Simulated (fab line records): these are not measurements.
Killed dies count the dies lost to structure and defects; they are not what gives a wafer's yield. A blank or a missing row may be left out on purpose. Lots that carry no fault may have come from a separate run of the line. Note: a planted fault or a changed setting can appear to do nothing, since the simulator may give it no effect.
Tool commonality check :: flow gf180mcu :: Sampled: 14 lots, 42 wafers

== THE REASON FOR OPENING IT ==
At GF_VT_IMPLANT_TW_MEAS_43 the reading VT_IMPLANT_4_TW is flagged on 2 of 14 lots. Wafers without a fault read 688, standard deviation 4.2.
Rule: a lot gets a flag if all its wafers with a number sit over 4 standard deviations from that mean, or if no wafer of it has a number. All remaining lots are regarded as sound.

lot: L726
measured: day 7 15:02
on: film_metro-02
VT_IMPLANT_4_TW, wafer by wafer: 682 688 682
flag: 

lot: L729
measured: day 8 12:08
on: film_metro-01
VT_IMPLANT_4_TW, wafer by wafer: 692 691 689
flag: 

lot: L730
measured: day 8 15:15
on: film_metro-02
VT_IMPLANT_4_TW, wafer by wafer: 685 686 683
flag: 

lot: L731
measured: day 8 21:11
on: film_metro-01
VT_IMPLANT_4_TW, wafer by wafer: 690 693 690
flag: 

lot: L732
measured: day 9 01:46
on: film_metro-01
VT_IMPLANT_4_TW, wafer by wafer: 687 689 690
flag: 

lot: L733
measured: day 9 10:53
on: film_metro-03
VT_IMPLANT_4_TW, wafer by wafer: 684 686 688
flag: 

lot: L734
measured: day 9 18:07
on: film_metro-01
VT_IMPLANT_4_TW, wafer by wafer: 685 689 692
flag: 

lot: L736
measured: day 10 05:41
on: film_metro-02
VT_IMPLANT_4_TW, wafer by wafer: 682 684 682
flag: 

lot: L738
measured: day 10 21:55
on: film_metro-02
VT_IMPLANT_4_TW, wafer by wafer: 687 681 684
flag: 

lot: L739
measured: day 11 03:47
on: film_metro-01
VT_IMPLANT_4_TW, wafer by wafer: 747 746 751
flag: FLAGGED

lot: L740
measured: day 11 10:17
on: film_metro-01
VT_IMPLANT_4_TW, wafer by wafer: 690 696 694
flag: 

lot: L741
measured: day 11 15:02
on: film_metro-03
VT_IMPLANT_4_TW, wafer by wafer: 689 683 687
flag: 

lot: L743
measured: day 12 03:46
on: film_metro-03
VT_IMPLANT_4_TW, wafer by wafer: 749 747 745
flag: FLAGGED

lot: L748
measured: day 13 16:51
on: film_metro-02
VT_IMPLANT_4_TW, wafer by wafer: 684 688 683
flag: 
On average the flagged lots' numbers are 748, which is +60 against the usual, or +14 standard deviations.

== WHICH TOOL RAN EACH LOT ==
The record holds 1 process step before the reading, out of a route of 602 steps. Cell contents, in order: the tool; ch with the chambers the sampled wafers went through; the start.
lot: L726
flag: 
GF_VT_IMPLANT_IMPLANT_41: implanter-03 ch 0, day 7 14:47

lot: L729
flag: 
GF_VT_IMPLANT_IMPLANT_41: implanter-04 ch 0, day 8 11:53

lot: L730
flag: 
GF_VT_IMPLANT_IMPLANT_41: implanter-03 ch 0, day 8 15:00

lot: L731
flag: 
GF_VT_IMPLANT_IMPLANT_41: implanter-03 ch 0, day 8 20:56

lot: L732
flag: 
GF_VT_IMPLANT_IMPLANT_41: implanter-04 ch 0, day 9 01:33

lot: L733
flag: 
GF_VT_IMPLANT_IMPLANT_41: implanter-01 ch 0, day 9 10:40

lot: L734
flag: 
GF_VT_IMPLANT_IMPLANT_41: implanter-01 ch 0, day 9 17:53

lot: L736
flag: 
GF_VT_IMPLANT_IMPLANT_41: implanter-01 ch 0, day 10 05:28

lot: L738
flag: 
GF_VT_IMPLANT_IMPLANT_41: implanter-03 ch 0, day 10 21:43

lot: L739
flag: FLAGGED
GF_VT_IMPLANT_IMPLANT_41: implanter-01 ch 0, day 11 03:32

lot: L740
flag: 
GF_VT_IMPLANT_IMPLANT_41: implanter-03 ch 0, day 11 10:02

lot: L741
flag: 
GF_VT_IMPLANT_IMPLANT_41: implanter-03 ch 0, day 11 14:47

lot: L743
flag: FLAGGED
GF_VT_IMPLANT_IMPLANT_41: implanter-01 ch 0, day 12 03:32

lot: L748
flag: 
GF_VT_IMPLANT_IMPLANT_41: implanter-03 ch 0, day 13 16:37
What these steps do:
- GF_VT_IMPLANT_IMPLANT_41
- GF_VT_IMPLANT_TW_MEAS_43

== FLAGGED AGAINST TOTAL, ONE TOOL AT A TIME (gauges that did the reading follow at the end) ==
step: GF_VT_IMPLANT_IMPLANT_41
tool: implanter-01
lots run: 5
flagged: 2
share of the flagged lots: all
sound lots run after its first flagged lot: 0

step: GF_VT_IMPLANT_IMPLANT_41
tool: implanter-03
lots run: 7
flagged: 0
share of the flagged lots: none
sound lots run after its first flagged lot: -

step: GF_VT_IMPLANT_IMPLANT_41
tool: implanter-04
lots run: 2
flagged: 0
share of the flagged lots: none
sound lots run after its first flagged lot: -

step: GF_VT_IMPLANT_TW_MEAS_43
tool: film_metro-01
lots run: 6
flagged: 1
share of the flagged lots: some
sound lots run after its first flagged lot: 1 (L740)

step: GF_VT_IMPLANT_TW_MEAS_43
tool: film_metro-02
lots run: 5
flagged: 0
share of the flagged lots: none
sound lots run after its first flagged lot: -

step: GF_VT_IMPLANT_TW_MEAS_43
tool: film_metro-03
lots run: 3
flagged: 1
share of the flagged lots: some
sound lots run after its first flagged lot: 0

== WHAT THE TABLE PERMITS ==
All flagged lots share 1 row of the table, namely implanter-01 at GF_VT_IMPLANT_IMPLANT_41.
- implanter-01 at GF_VT_IMPLANT_IMPLANT_41 ran 5 lots, 2 of them flagged. Last sound lot L736 at day 10 05:28, first flagged lot L739 at day 11 03:32; a fault beginning in between fits. Its own readings (dose_ions_cm2, faraday_current_uA) fall more than 4 standard deviations out on all wafers of the flagged lots.
What remains is a single tool, implanter-01 at GF_VT_IMPLANT_IMPLANT_41.

== WHAT WAS PUT IN BY THE SIMULATOR ==
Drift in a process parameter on implanter-01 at GF_VT_IMPLANT_IMPLANT_41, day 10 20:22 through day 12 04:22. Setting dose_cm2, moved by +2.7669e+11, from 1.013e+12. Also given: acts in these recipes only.
Lots struck among those shown: L739, L743. The rule given above showed the same thing.
